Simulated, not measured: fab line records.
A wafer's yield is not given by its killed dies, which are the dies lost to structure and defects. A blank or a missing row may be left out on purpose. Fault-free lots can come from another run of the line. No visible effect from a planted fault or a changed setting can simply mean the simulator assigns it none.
8D (eight disciplines) problem report, filled in by code ; flow gf180mcu ; the parts of the form that need people (team, actions taken, sign-off) are left out

## 1. WHAT WENT WRONG
At GF_SALICIDE_RTA_06, wafer_temp_C_max averages 460.9 over 6 wafers from 2 lots, while fault-free wafers read 531.5, standard deviation 0.37. So: -99 or more standard deviations from the usual mean.
The step: time 30 s.
Seen first at day 18 14:06 on rtp_anneal-02, wafer L978.3. Wafers with a number at this step in the record: 42, from 14 lots. Rule for "out" (also "out of limits"): further than 4 standard deviations from the usual mean. Any other wafer with a number is counted as sound.

## 2. WHAT IT IS, WHAT IT ISN'T
question;is;is not
which readings at this step;wafer_temp_C_max;-
which lots;L978, L980;L969, L974, L976, L977, L979, L986, L987, L988, L989, L990, L991, L992
which wafers of those lots;all that have a number;-
read on which tools;rtp_anneal-02;rtp_anneal-01
when;from day 18 14:06;"up to then (12 sound wafers); but 24 sound wafers of L979, L986, L987, L988, L989, L990, L991, L992 came after"

## 3. WHAT RULES OUT EACH SUSPECT
Counting: a tool stays on the suspect list if, at a process step up to the reading, it processed all lots that are out and no sound lot following the first of them.
- rtp_anneal-02 at GF_SALICIDE_RTA_06 (time 30 s): ruled out as a lasting fault. Following L978 (day 18 14:06), the first lot on it that is out, the sound lots L989, L990, L991, L992 were run on it.
Left after counting: nothing in the record.

## 4. THE CAUSE (what the simulator had put in)
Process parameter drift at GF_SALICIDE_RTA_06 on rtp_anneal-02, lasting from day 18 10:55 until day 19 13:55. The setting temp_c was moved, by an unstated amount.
Counting ruled it out, wrongly.

## 5. SEQUENCE OF EFFECTS, ordered by route
Each row: a reading whose mean over the struck wafers that have a number lies more than 3 standard deviations from the usual. Scope: only readings with a usual standard deviation given in the record; hours: median across lots of the time from each lot's start at the first step in this table that gives one to its start at this step; sigmas: change in usual standard deviations.
hours;step;reading;usual;on struck wafers;change;sigmas
0;GF_SALICIDE_RTA_06;lamp_power_pct;6.8 %;5.2;-1.6;-3.8
0;GF_SALICIDE_RTA_06;wafer_temp_C_max;531.5;460.9;-70.6;-99 or more
Process steps it contains:
- GF_SALICIDE_RTA_06: time 30 s.
Later measuring or inspecting steps at which every struck wafer that the step has a row for has a number for every such reading, and none has moved that far: GF_M2_OVL_MEAS_15.

## 6. WHAT WOULD HAVE CAUGHT IT SOONER
The fault began at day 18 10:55; the first out-of-limits reading in this record came at day 18 14:06, 3 hours later.
